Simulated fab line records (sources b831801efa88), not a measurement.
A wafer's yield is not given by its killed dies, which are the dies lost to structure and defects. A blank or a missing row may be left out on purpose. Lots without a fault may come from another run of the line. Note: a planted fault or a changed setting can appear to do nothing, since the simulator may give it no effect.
fab line records + flow sky130
record
- lots=11
- wafers=33
- last_day=50
route steps=708 shown METAL1@440 VIA1@470 METAL2@485 PAD_OPEN@708
lots that met no fault: taken from a fault-free run of the same line
start_h: the number of hours between the record's first day and the start of the first shown wafer of the lot + wait_h: hours from the lot's prior step to this one + " repeats the value in the row above + L1.1+2: one row covering several wafers at once + - either no value or no given start + * or withheld: withheld + < > ~ a bound
route shown NAME@n: a module of which the file shows steps, and the number in the route of the first + usual: mean and standard deviation over wafers with no fault + same: alike in all rows + chamber/n: place in a boat + sites: readings site by site + _std_site: how widely they spread, as a standard deviation + _edge_site: inner sites' mean taken away from outer sites' mean + radius_mm: for every site, how far away it sits from the centre of the wafer + mask NAME#n: copy n + behind: the most recent tool/chamber to have shaped the wafer + hold: reason for holding the lot/hours on hold/outcome of the hold + device: the transistor (n, p or np) that didn't switch + end of line: the same wafers' tests at the end of the route + a step with no rows: only its recipe + killed: at the first sort, the dies lost to defects and structure; wafer yield is something else + map: the dies of a wafer, with x for killed, . for not killed, _ for no die there
set.NAME: the run value of the setting; set.NAME@STEP: its run value at that earlier step + model.NAME: the simulator's own value behind a step, which no gauge read
a sample of lots followed through the steps of the route, with each step as a table and each wafer as a row
services: a tool's chamber out of use, with start hour (start_h, from the record's first day; less than 0 if before it), hours out, and reason
## steps
# step SKY_METAL1_THK_MEAS_06
# recipe
- thk_meas_gauge=xrf
- reads=AlCu_of_METAL1_SPUTTER_02
# usual
- METAL1_ALCU_THK=246/3.6
| lot.wafer | tool          | chamber | start_h | wait_h | METAL1_ALCU_THK[nm] |
|-----------|---------------|---------|---------|--------|---------------------|
| L132.1    | film_metro-02 | -       | 739.12  | 0.1    | 247                 |
| L132.3    | "             | -       | "       | "      | 247                 |
| L132.5    | "             | -       | "       | "      | 242                 |
| L134.2    | film_metro-04 | -       | 759.04  | 0.1    | 246                 |
| L134.4    | "             | -       | "       | "      | 244                 |
| L134.6    | "             | -       | "       | "      | 247                 |
| L136.2    | film_metro-02 | -       | 763.10  | 0.1    | 242                 |
| L136.3    | "             | -       | "       | "      | 247                 |
| L136.6    | "             | -       | "       | "      | 245                 |
| L137.1    | film_metro-03 | -       | 774.01  | 0.1    | 249                 |
| L137.2    | "             | -       | "       | "      | 251                 |
| L137.6    | "             | -       | "       | "      | 251                 |
| L138.1    | film_metro-04 | -       | 808.31  | 0.1    | 241                 |
| L138.5    | "             | -       | "       | "      | 243                 |
| L138.6    | "             | -       | "       | "      | 244                 |
| L140.4    | film_metro-03 | -       | 809.29  | 0.1    | 249                 |
| L140.5    | "             | -       | "       | "      | 251                 |
| L140.6    | "             | -       | "       | "      | 246                 |
| L139.1    | film_metro-02 | -       | 810.61  | 0.1    | 250                 |
| L139.5    | "             | -       | "       | "      | 251                 |
| L139.6    | "             | -       | "       | "      | 246                 |
| L142.3    | film_metro-03 | -       | 816.48  | 0.1    | 245                 |
| L142.4    | "             | -       | "       | "      | 248                 |
| L142.6    | "             | -       | "       | "      | 243                 |
| L148.2    | film_metro-02 | -       | 855.42  | 0.1    | 241                 |
| L148.5    | "             | -       | "       | "      | 240                 |
| L148.6    | "             | -       | "       | "      | 239                 |
| L151.2    | film_metro-02 | -       | 879.42  | 0.1    | 246                 |
| L151.3    | "             | -       | "       | "      | 242                 |
| L151.4    | "             | -       | "       | "      | 243                 |
| L155.1    | film_metro-04 | -       | 904.92  | 0.1    | 247                 |
| L155.4    | "             | -       | "       | "      | 247                 |
| L155.5    | "             | -       | "       | "      | 250                 |
# step SKY_METAL1_CD_MEAS_15
# recipe
- target_cd_nm=140
# usual
- cd_nm=140.0/1.7
| lot.wafer | tool      | chamber | start_h | wait_h | cd_nm |
|-----------|-----------|---------|---------|--------|-------|
| L132.1    | cd_sem-02 | -       | 766.27  | -      | 139.8 |
| L132.3    | "         | -       | "       | "      | 139.6 |
| L132.5    | "         | -       | "       | "      | 139.5 |
| L134.2    | cd_sem-01 | -       | 785.34  | -      | 141.3 |
| L134.4    | "         | -       | "       | "      | 141.1 |
| L134.6    | "         | -       | "       | "      | 140.4 |
| L136.2    | cd_sem-02 | -       | 789.09  | -      | 143.0 |
| L136.3    | "         | -       | "       | "      | 143.2 |
| L136.6    | "         | -       | "       | "      | 142.1 |
| L137.1    | cd_sem-02 | -       | 799.76  | -      | 138.1 |
| L137.2    | "         | -       | "       | "      | 138.1 |
| L137.6    | "         | -       | "       | "      | 138.9 |
| L138.1    | cd_sem-01 | -       | 833.86  | -      | 137.8 |
| L138.5    | "         | -       | "       | "      | 138.2 |
| L138.6    | "         | -       | "       | "      | 138.1 |
| L140.4    | cd_sem-01 | -       | 835.22  | -      | 138.0 |
| L140.5    | "         | -       | "       | "      | 138.1 |
| L140.6    | "         | -       | "       | "      | 137.0 |
| L139.1    | cd_sem-02 | -       | 837.17  | -      | 139.6 |
| L139.5    | "         | -       | "       | "      | 141.6 |
| L139.6    | "         | -       | "       | "      | 140.0 |
| L142.3    | cd_sem-01 | -       | 841.71  | -      | 138.3 |
| L142.4    | "         | -       | "       | "      | 138.6 |
| L142.6    | "         | -       | "       | "      | 138.7 |
| L148.2    | cd_sem-02 | -       | 880.39  | -      | 138.0 |
| L148.5    | "         | -       | "       | "      | 139.7 |
| L148.6    | "         | -       | "       | "      | 139.3 |
| L151.2    | cd_sem-01 | -       | 904.54  | -      | 140.3 |
| L151.3    | "         | -       | "       | "      | 141.2 |
| L151.4    | "         | -       | "       | "      | 141.5 |
| L155.1    | cd_sem-01 | -       | 929.51  | -      | 139.9 |
| L155.4    | "         | -       | "       | "      | 141.1 |
| L155.5    | "         | -       | "       | "      | 140.2 |
# step SKY_VIA1_CD_MEAS_12
# recipe
- target_cd_nm=150
# usual
- cd_nm=150.1/1.9
| lot.wafer | tool      | chamber | start_h | wait_h | cd_nm |
|-----------|-----------|---------|---------|--------|-------|
| L132.1    | cd_sem-01 | -       | 794.12  | -      | 149.3 |
| L132.3    | "         | -       | "       | "      | 149.8 |
| L132.5    | "         | -       | "       | "      | 149.7 |
| L134.2    | cd_sem-02 | -       | 814.44  | -      | 151.8 |
| L134.4    | "         | -       | "       | "      | 152.4 |
| L134.6    | "         | -       | "       | "      | 150.3 |
| L136.2    | cd_sem-01 | -       | 817.39  | -      | 149.4 |
| L136.3    | "         | -       | "       | "      | 149.1 |
| L136.6    | "         | -       | "       | "      | 149.7 |
| L137.1    | cd_sem-02 | -       | 828.42  | -      | 152.8 |
| L137.2    | "         | -       | "       | "      | 151.6 |
| L137.6    | "         | -       | "       | "      | 151.1 |
| L138.1    | cd_sem-01 | -       | 861.02  | -      | 152.6 |
| L138.5    | "         | -       | "       | "      | 151.5 |
| L138.6    | "         | -       | "       | "      | 151.7 |
| L140.4    | cd_sem-01 | -       | 862.05  | -      | 150.4 |
| L140.5    | "         | -       | "       | "      | 151.7 |
| L140.6    | "         | -       | "       | "      | 151.3 |
| L139.1    | cd_sem-01 | -       | 864.29  | -      | 148.0 |
| L139.5    | "         | -       | "       | "      | 150.5 |
| L139.6    | "         | -       | "       | "      | 149.3 |
| L142.3    | cd_sem-01 | -       | 868.91  | -      | 143.6 |
| L142.4    | "         | -       | "       | "      | 145.0 |
| L142.6    | "         | -       | "       | "      | 144.1 |
| L148.2    | cd_sem-02 | -       | 907.24  | -      | 148.2 |
| L148.5    | "         | -       | "       | "      | 150.1 |
| L148.6    | "         | -       | "       | "      | 147.4 |
| L151.2    | cd_sem-02 | -       | 931.04  | -      | 149.5 |
| L151.3    | "         | -       | "       | "      | 150.9 |
| L151.4    | "         | -       | "       | "      | 148.5 |
| L155.1    | cd_sem-02 | -       | 954.97  | -      | 148.0 |
| L155.4    | "         | -       | "       | "      | 149.0 |
| L155.5    | "         | -       | "       | "      | 148.3 |
# step SKY_METAL2_SPUTTER_02
# recipe
- material=AlCu
- target_thk_nm=250
- power_w=10600
- time_s=13.3
- chamber_pressure_pa=0.4
# usual
- throttle_valve_pct=30.1/1.2
| lot.wafer | tool           | chamber | start_h | wait_h | throttle_valve_pct |
|-----------|----------------|---------|---------|--------|--------------------|
| L132.1    | pvd_sputter-01 | -       | 795.65  | 0.0    | 28.9               |
| L132.3    | "              | -       | "       | "      | 31.3               |
| L132.5    | "              | -       | "       | "      | 30.8               |
| L134.2    | pvd_sputter-01 | -       | 815.94  | 0.0    | 29.6               |
| L134.4    | "              | -       | "       | "      | 30.6               |
| L134.6    | "              | -       | "       | "      | 28.9               |
| L136.2    | pvd_sputter-03 | -       | 818.89  | 0.0    | 27.7               |
| L136.3    | "              | -       | "       | "      | 31.3               |
| L136.6    | "              | -       | "       | "      | 28.0               |
| L137.1    | pvd_sputter-03 | -       | 829.98  | 0.0    | 31.4               |
| L137.2    | "              | -       | "       | "      | 30.4               |
| L137.6    | "              | -       | "       | "      | 30.2               |
| L138.1    | pvd_sputter-01 | -       | 862.57  | 0.0    | 31.1               |
| L138.5    | "              | -       | "       | "      | 29.8               |
| L138.6    | "              | -       | "       | "      | 30.9               |
| L140.4    | pvd_sputter-03 | -       | 863.51  | 0.0    | 31.2               |
| L140.5    | "              | -       | "       | "      | 30.1               |
| L140.6    | "              | -       | "       | "      | 27.6               |
| L139.1    | pvd_sputter-03 | -       | 865.81  | 0.0    | 30.4               |
| L139.5    | "              | -       | "       | "      | 30.8               |
| L139.6    | "              | -       | "       | "      | 30.1               |
| L142.3    | pvd_sputter-04 | -       | 870.39  | 0.0    | 29.6               |
| L142.4    | "              | -       | "       | "      | 28.9               |
| L142.6    | "              | -       | "       | "      | 28.8               |
| L148.2    | pvd_sputter-03 | -       | 908.77  | 0.0    | 30.7               |
| L148.5    | "              | -       | "       | "      | 27.5               |
| L148.6    | "              | -       | "       | "      | 31.3               |
| L151.2    | pvd_sputter-03 | -       | 932.54  | 0.0    | 30.9               |
| L151.3    | "              | -       | "       | "      | 31.6               |
| L151.4    | "              | -       | "       | "      | 27.4               |
| L155.1    | pvd_sputter-01 | -       | 956.50  | 0.0    | 31.1               |
| L155.4    | "              | -       | "       | "      | 30.2               |
| L155.5    | "              | -       | "       | "      | 31.3               |
# step SKY_METAL2_RS_MEAS_05
# recipe
- thk_meas_gauge=four-point-probe
- reads=TiN_of_METAL2_SPUTTER_04+Ti_of_METAL2_SPUTTER_03+AlCu_of_METAL2_SPUTTER_02+TiN_of_METAL2_SPUTTER_01+Ti_of_METAL2_SPUTTER_00
# usual
- METAL2_ALCU_RS=0.1269/0.0016
| lot.wafer | tool          | chamber | start_h | wait_h | METAL2_ALCU_RS[ohm/sq] |
|-----------|---------------|---------|---------|--------|------------------------|
| L132.1    | film_metro-03 | -       | 795.74  | 0.0    | 0.1265                 |
| L132.3    | "             | -       | "       | "      | 0.1263                 |
| L132.5    | "             | -       | "       | "      | 0.1260                 |
| L134.2    | film_metro-01 | -       | 816.05  | 0.0    | 0.1293                 |
| L134.4    | "             | -       | "       | "      | 0.1285                 |
| L134.6    | "             | -       | "       | "      | 0.1286                 |
| L136.2    | film_metro-03 | -       | 819.00  | 0.0    | 0.1278                 |
| L136.3    | "             | -       | "       | "      | 0.1270                 |
| L136.6    | "             | -       | "       | "      | 0.1278                 |
| L137.1    | film_metro-03 | -       | 830.07  | 0.0    | 0.1257                 |
| L137.2    | "             | -       | "       | "      | 0.1265                 |
| L137.6    | "             | -       | "       | "      | 0.1260                 |
| L138.1    | film_metro-04 | -       | 862.66  | 0.0    | 0.1272                 |
| L138.5    | "             | -       | "       | "      | 0.1295                 |
| L138.6    | "             | -       | "       | "      | 0.1266                 |
| L140.4    | film_metro-01 | -       | 863.66  | 0.1    | 0.1279                 |
| L140.5    | "             | -       | "       | "      | 0.1284                 |
| L140.6    | "             | -       | "       | "      | 0.1276                 |
| L139.1    | film_metro-01 | -       | 865.90  | 0.0    | 0.1292                 |
| L139.5    | "             | -       | "       | "      | 0.1269                 |
| L139.6    | "             | -       | "       | "      | 0.1277                 |
| L142.3    | film_metro-03 | -       | 870.52  | 0.1    | 0.1264                 |
| L142.4    | "             | -       | "       | "      | 0.1262                 |
| L142.6    | "             | -       | "       | "      | 0.1250                 |
| L148.2    | film_metro-01 | -       | 908.88  | 0.0    | 0.1108                 |
| L148.5    | "             | -       | "       | "      | 0.1265                 |
| L148.6    | "             | -       | "       | "      | 0.1272                 |
| L151.2    | film_metro-04 | -       | 932.65  | 0.0    | 0.1098                 |
| L151.3    | "             | -       | "       | "      | 0.1266                 |
| L151.4    | "             | -       | "       | "      | 0.1249                 |
| L155.1    | film_metro-01 | -       | 956.59  | 0.0    | 0.1244                 |
| L155.4    | "             | -       | "       | "      | 0.1259                 |
| L155.5    | "             | -       | "       | "      | 0.1249                 |
# step SKY_METAL2_THK_MEAS_06
# recipe
- thk_meas_gauge=xrf
- reads=AlCu_of_METAL2_SPUTTER_02
# usual
- METAL2_ALCU_THK=247/3.2
| lot.wafer | tool          | chamber | start_h | wait_h | METAL2_ALCU_THK[nm] |
|-----------|---------------|---------|---------|--------|---------------------|
| L132.1    | film_metro-03 | -       | 795.86  | 0.1    | 247                 |
| L132.3    | "             | -       | "       | "      | 247                 |
| L132.5    | "             | -       | "       | "      | 250                 |
| L134.2    | film_metro-01 | -       | 816.16  | 0.1    | 245                 |
| L134.4    | "             | -       | "       | "      | 244                 |
| L134.6    | "             | -       | "       | "      | 247                 |
| L136.2    | film_metro-03 | -       | 819.11  | 0.1    | 246                 |
| L136.3    | "             | -       | "       | "      | 247                 |
| L136.6    | "             | -       | "       | "      | 246                 |
| L137.1    | film_metro-03 | -       | 830.19  | 0.1    | 250                 |
| L137.2    | "             | -       | "       | "      | 248                 |
| L137.6    | "             | -       | "       | "      | 248                 |
| L138.1    | film_metro-04 | -       | 862.78  | 0.1    | 245                 |
| L138.5    | "             | -       | "       | "      | 239                 |
| L138.6    | "             | -       | "       | "      | 245                 |
| L140.4    | film_metro-01 | -       | 863.75  | 0.1    | 247                 |
| L140.5    | "             | -       | "       | "      | 246                 |
| L140.6    | "             | -       | "       | "      | 247                 |
| L139.1    | film_metro-01 | -       | 866.02  | 0.1    | 243                 |
| L139.5    | "             | -       | "       | "      | 248                 |
| L139.6    | "             | -       | "       | "      | 249                 |
| L142.3    | film_metro-03 | -       | 870.62  | 0.1    | 247                 |
| L142.4    | "             | -       | "       | "      | 246                 |
| L142.6    | "             | -       | "       | "      | 249                 |
| L148.2    | film_metro-01 | -       | 908.99  | 0.1    | 283                 |
| L148.5    | "             | -       | "       | "      | 246                 |
| L148.6    | "             | -       | "       | "      | 245                 |
| L151.2    | film_metro-04 | -       | 932.76  | 0.1    | 280                 |
| L151.3    | "             | -       | "       | "      | 246                 |
| L151.4    | "             | -       | "       | "      | 247                 |
| L155.1    | film_metro-01 | -       | 956.71  | 0.1    | 253                 |
| L155.4    | "             | -       | "       | "      | 249                 |
| L155.5    | "             | -       | "       | "      | 252                 |
# step SKY_PAD_OPEN_PROBE_99
# usual
- defect_limited_yield=82.4/2
- killed_at_M0_to_M3=44/7.1
- killed_at_M4_up=3/1.6
- killed_at_contacts=24/5.4
- killed_at_front_end=15/4.7
- killed_at_other=0.3/0.51
- killed_dies=87/9.9
- killed_open=48/7.6
- killed_short=39/6.3
- sort_bin_3_pad_short=0.9/0.39
- sort_bin_5_function=10.5/1.6
- sort_bin_6_memory=6.3/1.1
- sort_n_pass=405/9.9
- sort_yield_pct=82.4/2
# same
- gross_dies=492
- killed_at_back_side=0
- sort_bin_4_leakage[%]=0
- sort_bin_8_speed[%]=0
| lot.wafer | tool      | chamber | start_h | wait_h | defect_limited_yield[%] | killed_at_M0_to_M3 | killed_at_M4_up | killed_at_contacts | killed_at_front_end | killed_at_other | killed_dies | killed_open | killed_short | sort_bin_3_pad_short[%] | sort_bin_5_function[%] | sort_bin_6_memory[%] | sort_n_pass | sort_yield_pct[%] |
|-----------|-----------|---------|---------|--------|-------------------------|--------------------|-----------------|--------------------|---------------------|-----------------|-------------|-------------|--------------|-------------------------|------------------------|----------------------|-------------|-------------------|
| L136.2    | prober-02 | -       | 1093.59 | 0.1    | 81.3                    | 51                 | 1               | 30                 | 10                  | 0               | 92          | 50          | 42           | 0.8                     | 11.8                   | 6.1                  | 400         | 81.3              |
| L136.3    | prober-02 | -       | 1093.64 | 0.2    | 81.3                    | 40                 | 2               | 33                 | 17                  | 0               | 92          | 44          | 48           | 1.6                     | 11.0                   | 6.1                  | 400         | 81.3              |
| L136.6    | prober-02 | -       | 1093.79 | 0.2    | 79.7                    | 54                 | 5               | 26                 | 14                  | 1               | 100         | 56          | 44           | 0.6                     | 12.8                   | 6.9                  | 392         | 79.7              |
# killed by level:class
L136.2 CONTACT:geometric_particle:open=9 VIA1:geometric_particle:open=9 VIA1:geometric_particle:short=8 LOCAL_INTERCONNECT:geometric_particle:short=8 VIA3:geometric_particle:open=7 VIA2:geometric_particle:open=7 LI_CONTACT:geometric_particle:open=5 CONTACT:geometric_particle:short=4
L136.3 LI_CONTACT:geometric_particle:open=11 METAL1:geometric_particle:short=9 VIA1:geometric_particle:open=8 CONTACT:geometric_particle:open=7 LOCAL_INTERCONNECT:geometric_particle:short=6 METAL2:geometric_particle:short=6 VIA3:geometric_particle:open=5 LI_CONTACT:geometric_particle:short=5
L136.6 VIA2:geometric_particle:open=11 VIA1:geometric_particle:open=11 CONTACT:geometric_particle:open=9 VIA1:geometric_particle:short=7 CONTACT:geometric_particle:short=7 VIA3:geometric_particle:open=7 METAL2:geometric_particle:short=5 POLY_GATE:geometric_particle:short=4
## services
| tool           | chamber | start_h | hours | kind                   |
|----------------|---------|---------|-------|------------------------|
| pvd_sputter-04 | -       | 775.43  | 6.5   | repair                 |
| pvd_sputter-01 | 1       | 819.14  | -     | consumable_replace:kit |
| pvd_sputter-01 | 1       | 819.14  | 18.0  | scheduled_down         |
| pvd_sputter-01 | 1       | 819.14  | 18.0  | vent_cycle             |
| pvd_sputter-01 | -       | 878.99  | 1.3   | repair                 |
| pvd_sputter-04 | -       | 882.69  | 7.0   | repair                 |
| pvd_sputter-01 | -       | 908.66  | 1.5   | repair                 |
| pvd_sputter-04 | -       | 941.97  | 3.6   | repair                 |
| pvd_sputter-03 | 2       | 949.25  | -     | consumable_replace:kit |
| pvd_sputter-03 | 2       | 949.25  | 18.0  | scheduled_down         |
| pvd_sputter-03 | 2       | 949.25  | 18.0  | vent_cycle             |
## key
first_sign
- step=SKY_METAL2_RS_MEAS_05
- reading=METAL2_ALCU_RS
- direction=down
- sigmas=11
- usual=0.1269
- struck=0.1103
effect
- step=SKY_METAL2_THK_MEAS_06
- reading=METAL2_ALCU_THK
- direction=up
- sigmas=11
- usual=247
- struck=281
met_at SKY_METAL2_SPUTTER_02
struck_lots L148,L151
struck_wafers L148.2,L151.2
not_acting_at SKY_METAL1_THK_MEAS_06,SKY_METAL1_CD_MEAS_15,SKY_VIA1_CD_MEAS_12
onset_between 865.81 908.77
fault
- kind=process_parameter_drift
- tool=pvd_sputter-03
- chamber=-
- onset_h=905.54
- steps=SKY_METAL2_SPUTTER_02
- channel=time_s
- offset=*
- shape=step
- end_h=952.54
- acts_in=*
- stated=*
- scope=struck_wafers_only
